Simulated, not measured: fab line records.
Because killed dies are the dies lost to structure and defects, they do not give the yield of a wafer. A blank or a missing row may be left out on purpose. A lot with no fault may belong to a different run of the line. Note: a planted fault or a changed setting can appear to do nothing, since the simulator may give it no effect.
Comparing a struck lot with a sound one :: flow sky130 :: 22 steps out of a route of 708
Sound: wafers L652.1, L652.3, L652.6. The struck wafers were L669.1, L669.3, L669.5. The cause comes at the end.
For every step that has rows: the tool of each side, followed by ch and its chambers, followed by its first start. Under that, the readings that differ: sound wafers :: struck wafers :: difference of the means :: sigmas: that difference in standard deviations of wafers without a fault.
alike: readings whose means differ by less than 2 such deviations, and words and numbers that are the same on both sides. not compared: withheld readings, readings that some wafer has no value for, bounds like >300 that may hide the same value, and numbers for which the record gives no deviation and whose values overlap.
A row with sigmas, a row that says differs or no value, or rows on one side alone: a step with any of these is where the two part. When numbers do not overlap yet have no deviation, they are printed without sigmas and do not part them. Lack of a reading on every wafer of one side parts them only where that side has two or more wafers.

first, 6 steps without rows for these wafers: SKY_VT_ADJUST_LVTN_HMDS_01 (prime time 60 s); SKY_VT_ADJUST_LVTN_COAT_02 (resist thk 3000 nm); SKY_VT_ADJUST_LVTN_SOFTBAKE_03; SKY_VT_ADJUST_LVTN_EXPOSE_04 (exposes mask NWM COMPLEMENT LESS NATIVE, target cd 840 nm); SKY_VT_ADJUST_LVTN_PEB_05; SKY_VT_ADJUST_LVTN_DEVELOP_06 (develop time 60 s).
SKY_VT_ADJUST_LVTN_OVL_MEAS_07:
  sound: overlay-02 at day 6 16:07; struck: overlay-02 at day 11 10:13
  alike: VT_ADJUST_LVTN_OVL
then, 1 step without rows for these wafers: SKY_VT_ADJUST_LVTN_IMPLANT_08.
SKY_VT_ADJUST_LVTN_STRIP_09: strips in O2/N2.
  sound on plasma_asher-04 ch 0,1, day 6 16:19; struck on plasma_asher-04 ch 0,1, day 11 10:23
  alike: chamber_pressure_mTorr, drypump_motor_current_A, o2_flow_sccm, oes_product_au, strip_time_to_endpoint_s
  not compared: rf_hours_counter_h
SKY_VT_ADJUST_LVTN_TW_MEAS_10:
  sound: film_metro-04 at day 6 16:25; struck: film_metro-04 at day 11 10:29
  alike: VT_ADJUST_LVTN_TW
then, 2 steps without rows for these wafers: SKY_VT_ADJUST_LVTN_DEHYDRATE_11 (time 60 s); SKY_VT_ADJUST_LVTN_HMDS_12 (prime time 61.34 s).
SKY_VT_ADJUST_LVTN_COAT_13: resist thk 1140 nm.
  sound on litho_track-04 ch 0, day 7 01:36; struck on litho_track-04 ch 0, day 11 22:24
reading: spin_speed_rpm (rpm)
sound: 2999.1 2998.1 2999.7
struck: 3118.6 3119.6 3114.6
difference: +118.6
sigmas: +56

reading: model.NOVOLAK_of_VT_ADJUST_LVTN_COAT_13.thk_nm (nm)
sound: 1139 1138 1138
struck: 1118 1117 1118
difference: -21
sigmas: 
  alike: exhaust_pa
then, 3 steps without rows for these wafers: SKY_VT_ADJUST_LVTN_SOFTBAKE_14 (time 60 s); SKY_VT_ADJUST_LVTN_EXPOSE_15 (exposes mask HVN STD DERIVED, target cd 600 nm); SKY_VT_ADJUST_LVTN_PEB_16.
SKY_VT_ADJUST_LVTN_DEVELOP_17: develop time 60 s.
  sound on litho_track-04 ch 0, day 7 11:27; struck on litho_track-02 ch 0, day 12 09:55
reading: model.NOVOLAK_of_VT_ADJUST_LVTN_COAT_13.thk_nm (nm)
sound: 1139 1137 1138
struck: 1118 1116 1117
difference: -21
sigmas: 
  alike: exhaust_pa
SKY_VT_ADJUST_LVTN_OVL_MEAS_18:
  sound: overlay-01 at day 7 11:36; struck: overlay-02 at day 12 10:04
  alike: VT_ADJUST_LVTN_01_OVL
then, 1 step without rows for these wafers: SKY_VT_ADJUST_LVTN_IMPLANT_19.
SKY_VT_ADJUST_LVTN_STRIP_20: strips in O2/N2.
  sound on plasma_asher-04 ch 0,1, day 7 11:47; struck on plasma_asher-04 ch 0,1, day 12 10:14
reading: strip_time_to_endpoint_s (s)
sound: 14.16 14.14 14.16
struck: 13.91 13.90 13.92
difference: -0.24
sigmas: -6
  alike: chamber_pressure_mTorr, drypump_motor_current_A, o2_flow_sccm, oes_product_au
  not compared: rf_hours_counter_h
SKY_VT_ADJUST_LVTN_TW_MEAS_21:
  sound: film_metro-02 at day 7 11:53; struck: film_metro-03 at day 12 10:20
  alike: VT_ADJUST_LVTN_2_TW
-- the record jumps here: 37 days lie between the struck wafers' starts before and after (it left off in module VT_ADJUST_LVTN and takes up again in module PAD_OPEN, whose first step shown is number 708 of the route) --
SKY_PAD_OPEN_PROBE_99:
  sound: prober-02 at day 45 09:23; struck: prober-01 at day 49 15:28
  alike: killed_at_M0_to_M3, killed_at_M4_up, killed_at_contacts, killed_at_front_end, killed_at_other, killed_dies, killed_open, killed_short

WHERE THEY PART
Earliest at SKY_VT_ADJUST_LVTN_COAT_13; latest, in this record, at SKY_VT_ADJUST_LVTN_STRIP_20. Later steps at which nothing parts them and some readings are alike: SKY_VT_ADJUST_LVTN_TW_MEAS_21, SKY_PAD_OPEN_PROBE_99.

WHY: what the simulator had put in
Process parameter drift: litho_track-04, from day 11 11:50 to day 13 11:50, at SKY_VT_ADJUST_LVTN_COAT_13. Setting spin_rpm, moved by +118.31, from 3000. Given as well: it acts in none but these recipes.
